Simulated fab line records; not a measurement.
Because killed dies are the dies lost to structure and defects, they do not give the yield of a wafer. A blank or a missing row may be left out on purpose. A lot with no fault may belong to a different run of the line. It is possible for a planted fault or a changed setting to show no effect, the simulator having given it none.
Chamber matching | flow sky130 | rie diel-01 running SKY_POLY_GATE_ETCH_16: 4 sister chambers
The step etches Si3N4 in CH3F/O2, stops on poly-Si, time 147.5 s, target depth 75 nm. 7 wafers are shown with their chamber, then 7 later ones without.

== WAFERS PAIRED WITH THEIR CHAMBERS ==
wafer  | chamber | drypump motor current A (A) | oes product au (a.u.)
L308.2 | 1       | 6.2                         | 0.645
L311.1 | 2       | 5.6                         | 0.646
L315.1 | 1       | 6.1                         | 0.646
L315.3 | 3       | 6.5                         | 0.637
L321.3 | 3       | 6.5                         | 0.633
L321.5 | 0       | 5.8                         | 0.641
L322.2 | 0       | 5.8                         | 0.644

== WAFERS MISSING THEIR CHAMBER ==
wafer  | drypump motor current A (A) | oes product au (a.u.)
L322.4 | 6.5                         | 0.640
L322.5 | 6.2                         | 0.646
L324.2 | 6.5                         | 0.644
L324.6 | 6.1                         | 0.638
L330.2 | 5.6                         | 0.647
L330.3 | 6.5                         | 0.645
L330.6 | 6.5                         | 0.645

== THE CHAMBER EACH PASSED THROUGH ==
wafer  | from the rows above | in truth
L322.4 | 3                   | 3
L322.5 | 1                   | 1
L324.2 | 3                   | 3
L324.6 | 1                   | 1
L330.2 | 2                   | 2
L330.3 | 3                   | 3
L330.6 | 3                   | 3
Placed correctly: 7 of 7. Can't be placed from these rows: 0. Wrongly placed: 0.
How it was worked out, from the rows above alone: a wafer's distance from a chamber is the root of the sum, over the readings, of the square of ((its reading less the chamber's mean) divided by the reading's scatter). The wafer belongs to the nearest chamber; if the next one is less than 2 further off, it can't be placed. The mean given for a chamber averages the wafers shown for that chamber. The scatter: take each reading less its chamber's mean, square it, sum over the shown wafers, divide by the number of wafers less the number of chambers, and take the root.
